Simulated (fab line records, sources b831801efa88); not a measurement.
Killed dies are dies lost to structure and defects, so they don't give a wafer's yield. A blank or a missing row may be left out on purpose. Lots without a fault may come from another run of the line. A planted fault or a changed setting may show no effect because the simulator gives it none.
A struck lot beside a sound one | flow sky130 | 28 steps out of a route of 708
Sound: wafers L995.1, L995.3, L995.4. Struck: wafers L104.1, L104.2, L104.3. The cause comes at the end.
At each step with rows: each side's tool, then ch and its chambers, then its first start. Under that, the readings that differ: sound wafers | struck wafers | difference of the means | sigmas: that difference in standard deviations of wafers without a fault.
alike: readings whose means differ by less than 2 such deviations, and words and numbers that are the same on both sides. not compared: withheld readings, readings that some wafer has no value for, bounds like >300 that may hide the same value, and numbers for which the record gives no deviation and whose values overlap.
The two part at a step that has a row with sigmas, a row that says differs or no value, or rows on one side only. Numbers that don't overlap but have no deviation are shown without sigmas and don't part them. A reading that every wafer of one side lacks parts them only if that side has two wafers or more.

first, 1 step without rows for these wafers: SKY_VT_ADJUST_LVTN_IMPLANT_08.
SKY_VT_ADJUST_LVTN_STRIP_09: strips in O2/N2.
  sound on plasma_asher-01 ch 0,1, day 8 21:05; struck on plasma_asher-02 ch 0,1, day 11 01:08
  alike: chamber_pressure_mTorr, drypump_motor_current_A, oes_product_au, strip_time_to_endpoint_s
  not compared: rf_hours_counter_h
SKY_VT_ADJUST_LVTN_TW_MEAS_10:
  sound on film_metro-04, day 8 21:11; struck on film_metro-03, day 11 01:14
  alike: VT_ADJUST_LVTN_TW
then, 7 steps without rows for these wafers: SKY_VT_ADJUST_LVTN_DEHYDRATE_11 (time 60 s); SKY_VT_ADJUST_LVTN_HMDS_12 (prime time 60 s); SKY_VT_ADJUST_LVTN_COAT_13 (resist thk 1140 nm); SKY_VT_ADJUST_LVTN_SOFTBAKE_14 (time 60 s); SKY_VT_ADJUST_LVTN_EXPOSE_15 (exposes mask HVN STD DERIVED, target cd 600 nm); SKY_VT_ADJUST_LVTN_PEB_16; SKY_VT_ADJUST_LVTN_DEVELOP_17 (develop time 60 s).
SKY_VT_ADJUST_LVTN_OVL_MEAS_18:
  sound on overlay-01, day 9 17:32; struck on overlay-01, day 11 23:47
  alike: VT_ADJUST_LVTN_01_OVL
then, 1 step without rows for these wafers: SKY_VT_ADJUST_LVTN_IMPLANT_19.
SKY_VT_ADJUST_LVTN_STRIP_20: strips in O2/N2.
  sound on plasma_asher-01 ch 0,1, day 9 17:44; struck on plasma_asher-01 ch 0,1, day 11 23:59
  no value came back on the struck wafers for chamber_pressure_mTorr (mTorr), drypump_motor_current_A (A), oes_product_au (a.u.), strip_time_to_endpoint_s (s); on the sound wafers chamber_pressure_mTorr (mTorr) reads 1500.3 1500.2 1499.9
  reading                                             | sound | struck         | difference | sigmas
  model.NOVOLAK_of_VT_ADJUST_LVTN_COAT_13.thk_nm (nm) | 0 0 0 | 1140 1142 1143 | +1142      |
  not compared: rf_hours_counter_h
SKY_VT_ADJUST_LVTN_TW_MEAS_21:
  sound on film_metro-04, day 9 17:50; struck on film_metro-03, day 12 00:05
  alike: VT_ADJUST_LVTN_2_TW
then, 7 steps without rows for these wafers: SKY_VT_ADJUST_NCORE_DEHYDRATE_00 (time 60 s); SKY_VT_ADJUST_NCORE_HMDS_01 (prime time 60 s); SKY_VT_ADJUST_NCORE_COAT_02 (resist thk 1140 nm); SKY_VT_ADJUST_NCORE_SOFTBAKE_03 (time 60 s); SKY_VT_ADJUST_NCORE_EXPOSE_04 (exposes mask LVTN COMPLEMENT THIN, target cd 380 nm); SKY_VT_ADJUST_NCORE_PEB_05; SKY_VT_ADJUST_NCORE_DEVELOP_06 (develop time 60 s).
SKY_VT_ADJUST_NCORE_CD_MEAS_07: target cd 380 nm.
  sound on cd_sem-02, day 10 15:20; struck on cd_sem-02, day 13 00:41
  alike: cd_nm
SKY_VT_ADJUST_NCORE_OVL_MEAS_08:
  sound on overlay-02, day 10 15:28; struck on overlay-02, day 13 00:49
  alike: VT_ADJUST_NCORE_OVL
then, 1 step without rows for these wafers: SKY_VT_ADJUST_NCORE_IMPLANT_09.
SKY_VT_ADJUST_NCORE_STRIP_10: strips in O2/N2.
  sound on plasma_asher-01 ch 0,1, day 10 15:39; struck on plasma_asher-04 ch 0,1, day 13 01:00
  reading                      | sound             | struck            | difference | sigmas
  strip_time_to_endpoint_s (s) | 14.22 14.23 14.23 | 31.28 31.29 31.29 | +17.06     | +99 or more
  alike: chamber_pressure_mTorr, drypump_motor_current_A, oes_product_au
  not compared: rf_hours_counter_h
SKY_VT_ADJUST_NCORE_TW_MEAS_11:
  sound on film_metro-01, day 10 15:45; struck on film_metro-04, day 13 01:06
  reading            | sound             | struck         | difference | sigmas
  VT_ADJUST_NCORE_TW | 223.1 223.9 222.6 | 29.9 29.8 29.8 | -193.4     | -81
then, 1 step without rows for these wafers: SKY_VT_ADJUST_HVTR_DEHYDRATE_00 (time 60 s).
-- the record jumps here: 36 days lie between the struck wafers' starts before and after (it left off in module VT_ADJUST_HVTR and takes up again in module PAD_OPEN, whose first step shown is number 708 of the route) --
SKY_PAD_OPEN_PROBE_99:
  sound on prober-02, day 47 11:58; struck on prober-01, day 49 08:07
  reading                                | sound                         | struck                        | difference | sigmas
  model.etest.nfet_16v.r_on_ohm_um       | 1.425e+04 1.408e+04 1.436e+04 | 1.227e+04 1.245e+04 1.247e+04 | -1.833e+03 |
  model.etest.pfet_16v.r_on_ohm_um       | 1.499e+04 1.515e+04 1.54e+04  | 1.635e+04 1.679e+04 1.686e+04 | +1.487e+03 |
  model.etest.pfet_g5v0d10v5.r_on_ohm_um | 4853 4766 4863                | 5925 5985 5924                | +1117      |
  model.etest.tip_p.rs_ohm_sq            | 6931 6923 6908                | 7827 7800 7903                | +923       |
  model.etest.pfet_01v8.r_on_ohm_um      | 3034 2932 2993                | 3415 3377 3376                | +403       |
  model.etest.tip_p_5v.rs_ohm_sq         | 2829 2830 2844                | 3067 3043 3021                | +209       |
  model.etest.pfet_g5v0d10v5.drive_ua_um | 333.1 341.2 331.9             | 253.8 250.5 252.7             | -83.1      |
  model.etest.sram_nfet_pass.drive_ua_um | 453.2 485.6 465.7             | 574.7 565.3 562               | +99.2      |

WHERE THEY PART
First at SKY_VT_ADJUST_LVTN_STRIP_20; last, within this record, at SKY_VT_ADJUST_NCORE_TW_MEAS_11.

WHY: what the simulator had put in
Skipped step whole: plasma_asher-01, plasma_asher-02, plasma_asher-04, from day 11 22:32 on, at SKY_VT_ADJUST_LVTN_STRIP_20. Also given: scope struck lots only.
